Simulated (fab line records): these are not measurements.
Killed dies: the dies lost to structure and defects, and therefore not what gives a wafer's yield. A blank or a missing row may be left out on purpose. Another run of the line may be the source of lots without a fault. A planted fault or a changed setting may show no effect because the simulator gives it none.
Which tool was responsible? -- flow gf180mcu -- 6 lots, 18 wafers sampled, at 2 steps of a route of 602

== WHAT THE GAUGES SHOWED, per wafer ==
GF_SAB_THK_MEAS_01.
lot,measured,on,SAB_CVD_00_THK (nm)
L638,day 14 14:34,film_metro-03,50.1 50.6 50.7
L641,day 15 20:27,film_metro-02,50.3 49.7 50.2
L645,day 16 22:03,film_metro-02,49.4 49.5 49.9
L649,day 18 08:47,film_metro-03,99.4 97.7 99.1
L655,day 20 12:41,film_metro-02,49.4 49.0 49.7
L659,day 21 18:59,film_metro-03,50.8 50.4 50.0

== TOOL THAT RAN EACH LOT (tool first, then ch and the chambers of the sampled wafers, then the start) ==
lot,GF_SAB_CVD_00
L638,"pecvd-03 ch 0,2, day 14 14:32"
L641,"pecvd-03 ch 0,1, day 15 20:26"
L645,"pecvd-04 ch 0,1, day 16 22:01"
L649,"pecvd-02 ch 1,2, day 18 08:35"
L655,"pecvd-02 ch 0,1,2, day 20 12:40"
L659,"pecvd-02 ch 0,1,2, day 21 18:58"
- GF_SAB_CVD_00: deposits SiO2 from TEOS, target thk 50 nm, time 4.9302 s.

== THE ANSWER, worked out from the rows above alone ==
Rule: what is usual is taken from the lots themselves. Put in order of their means at a reading, lots are off if they are a third of the lots or fewer, leave a main group of 4 or more, and stand apart from it by a gap of 3 or more times the standard deviation of the main group's means; of several such gaps the widest counts. If all means in a main group match to the digits the tables above print for the reading, that group is not used. Also off: a lot with no number at a reading for which 4 or more lots have one. All remaining lots with rows at the step are treated as sound.
Off: L649, at GF_SAB_THK_MEAS_01 (SAB_CVD_00_THK). The main group: mean 50.0 nm, standard deviation 0.43.
A tool fits if, at a process step before that reading, it ran every lot that is off, and no sound lot after the first of them. Gauges at GF_SAB_THK_MEAS_01: tried the same way as those tools. None of those tried fits.

== WHAT HAD BEEN PUT IN BY THE SIMULATOR ==
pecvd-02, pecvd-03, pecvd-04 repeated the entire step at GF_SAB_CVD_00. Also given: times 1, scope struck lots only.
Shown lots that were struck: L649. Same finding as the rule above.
